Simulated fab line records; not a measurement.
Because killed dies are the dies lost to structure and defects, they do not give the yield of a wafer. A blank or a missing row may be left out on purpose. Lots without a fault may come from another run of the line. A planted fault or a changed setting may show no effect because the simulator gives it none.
The tool behind it: which one?	flow gf180mcu	14 lots, 42 wafers sampled, at 6 steps of a route of 602

WHAT THE GAUGES READ, wafer by wafer
GF_HV_LDD_CD_MEAS_07: the cd target is 400 nm. Usual: cd nm 399.4 nm, standard deviation 2.6.
lot	measured	on	cd nm (nm)	flag
L610	day 10 00:48	cd sem-01	399.7 400.9 399.6	
L611	day 10 06:46	cd sem-02	397.8 398.8 401.1	
L612	day 10 13:08	cd sem-01	399.8 400.8 398.7	
L613	day 10 20:00	cd sem-02	398.8 398.5 397.6	
L618	day 12 10:29	cd sem-01	399.4 397.1 399.6	
L624	day 14 11:52	cd sem-01	400.5 400.1 400.6	
L625	day 14 18:28	cd sem-01	403.3 402.4 403.9	
L626	day 15 01:40	cd sem-01	396.5 395.9 395.6	
L627	day 15 06:20	cd sem-01	401.4 401.0 399.9	
L628	day 15 19:26	cd sem-02	401.8 398.6 399.4	
L629	day 16 00:16	cd sem-01	394.4 394.1 394.6	
L630	day 16 05:37	cd sem-02	397.5 398.1 399.5	
L631	day 16 13:05	cd sem-02	402.9 403.9 402.9	
L632	day 16 22:41	cd sem-01	397.6 396.9 395.1	

GF_HV_LDD_TW_MEAS_11. Usual: HV_LDD_TW typically reads 2393, with standard deviation 16.
lot	measured	on	HV_LDD_TW	flag
L610	day 10 01:12	film metro-02	2410 2412 2414	
L611	day 10 07:10	film metro-02	2397 2401 2405	
L612	day 10 13:31	film metro-02	2395 2414 2406	
L613	day 10 20:24	film metro-02	2404 2408 2398	
L618	day 12 10:54	film metro-04	2397 2401 2385	
L624	day 14 12:16	film metro-04	2382 2392 2398	
L625	day 14 18:50	film metro-01	2378 2386 2378	
L626	day 15 02:04	film metro-02	2391 2390 2399	
L627	day 15 06:47	film metro-04	2378 2398 2386	
L628	day 15 19:49	film metro-01	2372 2375 2373	
L629	day 16 00:40	film metro-01	2371 2376 2384	
L630	day 16 06:01	film metro-01	2384 2370 2388	
L631	day 16 13:30	film metro-01	2372 2379 2375	
L632	day 16 23:06	film metro-01	2388 2373 2386	

GF_HV_LDD_CD_MEAS_19: the cd target is 400 nm. Usual: cd nm 399.8 nm, standard deviation 2.7.
lot	measured	on	cd nm (nm)	flag
L610	day 10 19:32	cd sem-02	397.0 399.4 400.2	
L611	day 11 01:34	cd sem-01	399.1 399.4 398.2	
L612	day 11 08:17	cd sem-02	402.9 399.2 399.3	
L613	day 11 15:20	cd sem-02	397.3 396.4 395.4	
L618	day 13 06:50	cd sem-02	394.2 395.7 393.7	
L624	day 15 09:22	cd sem-01	401.1 400.6 400.9	
L625	day 15 15:43	cd sem-02	398.4 400.1 399.2	
L626	day 15 23:22	cd sem-02	398.6 399.9 399.4	
L627	day 16 04:23	cd sem-01	400.5 399.3 401.4	
L628	day 16 18:02	cd sem-02	399.9 401.5 400.2	
L629	day 16 23:25	cd sem-01	399.5 400.8 402.2	
L630	day 17 04:22	cd sem-01	402.8 401.1 397.7	
L631	day 17 11:53	cd sem-02	406.3 403.9 406.5	
L632	day 17 21:44	cd sem-01	396.9 397.8 398.3	

GF_HV_LDD_CD_MEAS_31: the cd target is 400 nm. Usual: cd nm 399.2 nm, standard deviation 2.6.
lot	measured	on	cd nm (nm)	flag
L610	day 11 15:02	cd sem-01	403.5 400.8 403.6	
L611	day 11 21:04	cd sem-01	395.2 397.3 393.8	
L612	day 12 04:08	cd sem-01	- - -	OFF
L613	day 12 11:03	cd sem-01	- - -	OFF
L618	day 14 04:47	cd sem-02	399.4 401.1 399.7	
L624	day 16 07:55	cd sem-01	401.0 400.3 403.2	
L625	day 16 13:49	cd sem-02	399.3 397.8 399.6	
L626	day 16 22:31	cd sem-01	403.8 401.9 401.3	
L627	day 17 02:44	cd sem-01	394.6 396.8 397.9	
L628	day 17 17:26	cd sem-01	402.2 402.7 399.7	
L629	day 17 23:01	cd sem-01	396.8 396.2 396.5	
L630	day 18 04:46	cd sem-01	396.7 397.8 395.3	
L631	day 18 11:39	cd sem-02	401.4 398.3 400.8	
L632	day 18 22:00	cd sem-02	404.3 404.3 403.6	

GF_HV_LDD_TW_MEAS_50. Usual: HV_LDD_4_TW typically reads 565, with standard deviation 3.3.
lot	measured	on	HV_LDD_4_TW	flag
L610	day 12 11:33	film metro-02	565 566 569	
L611	day 12 18:04	film metro-01	565 559 560	
L612	day 13 01:55	film metro-01	1444 1450 1453	OFF
L613	day 13 08:12	film metro-02	1459 1462 1461	OFF
L618	day 15 03:06	film metro-04	567 564 562	
L624	day 17 07:58	film metro-04	563 564 565	
L625	day 17 13:38	film metro-04	565 562 563	
L626	day 17 22:28	film metro-04	562 564 563	
L627	day 18 02:57	film metro-04	562 561 562	
L628	day 18 17:52	film metro-01	567 567 567	
L629	day 19 00:16	film metro-02	569 572 572	
L630	day 19 05:49	film metro-01	564 565 565	
L631	day 19 13:30	film metro-01	564 564 565	
L632	day 19 23:40	film metro-04	566 565 565	

EACH LOT AND THE TOOL THAT RAN IT (in order: tool; ch and the chambers of the sampled wafers; start)
lot	GF_HV_LDD_COAT_26
L610	litho track-02 ch 0, day 11 05:24
L611	litho track-02 ch 0, day 11 11:22
L612	litho track-04, day 11 17:44
L613	litho track-02, day 12 00:57
L618	litho track-03 ch 0, day 13 17:53
L624	litho track-03 ch 0, day 15 21:10
L625	litho track-02 ch 0, day 16 02:40
L626	litho track-02 ch 0, day 16 10:28
L627	litho track-02 ch 0, day 16 15:18
L628	litho track-04 ch 0, day 17 05:23
L629	litho track-02 ch 0, day 17 10:46
L630	litho track-03 ch 0, day 17 16:40
L631	litho track-02 ch 0, day 17 23:57
L632	litho track-03 ch 0, day 18 09:26
- GF_HV_LDD_COAT_26: resist thk 1000 nm.

AS READ BY THE TOOLS THEMSELVES (means over the sampled wafers that have a number; for cases with no such wafer, the mark the record gives instead)
GF_HV_LDD_COAT_26. Usual: chill plate temp C 23.02 C, standard deviation 0.091; dispense pressure kPa 56 kPa, standard deviation 3.6.
lot	tool	chill plate temp C (C)	dispense pressure kPa (kPa)	flag
L610	litho track-02	22.98	59	
L611	litho track-02	23.10	59	
L612	litho track-04	-	-	OFF
L613	litho track-02	-	-	OFF
L618	litho track-03	22.98	52	
L624	litho track-03	23.16	52	
L625	litho track-02	22.99	59	
L626	litho track-02	23.01	59	
L627	litho track-02	22.99	59	
L628	litho track-04	23.03	54	
L629	litho track-02	23.05	59	
L630	litho track-03	23.09	52	
L631	litho track-02	23.02	59	
L632	litho track-03	23.04	52	

THE ANSWER, worked out from the rows above alone
Rule: a lot is off if the mean of its wafers that have a number lies more than 3 standard deviations from the usual mean. A lot without any number at a reading at which 4 lots or more have one is off too. The other lots that the step has rows for count as sound. After the gauges, taken in route order, come the tools' own readings; for these a lot's mean is taken, as printed above. The first step at which some lot is off is used, and at that step the reading that is off furthest; a lot without a number counts as furthest.
Off: L612, L613, at GF_HV_LDD_CD_MEAS_31 (cd nm). Without a number there: L612, L613.
If a tool, at a process step before that reading, ran all the lots that are off and no sound lot after the first of them, it fits. The gauges at GF_HV_LDD_CD_MEAS_31 aren't tried: what is off there is off at GF_HV_LDD_TW_MEAS_50 too, on other tools, and a gauge's error can't cause that. Of those tried, none fits.

WHAT THE SIMULATOR PUT IN
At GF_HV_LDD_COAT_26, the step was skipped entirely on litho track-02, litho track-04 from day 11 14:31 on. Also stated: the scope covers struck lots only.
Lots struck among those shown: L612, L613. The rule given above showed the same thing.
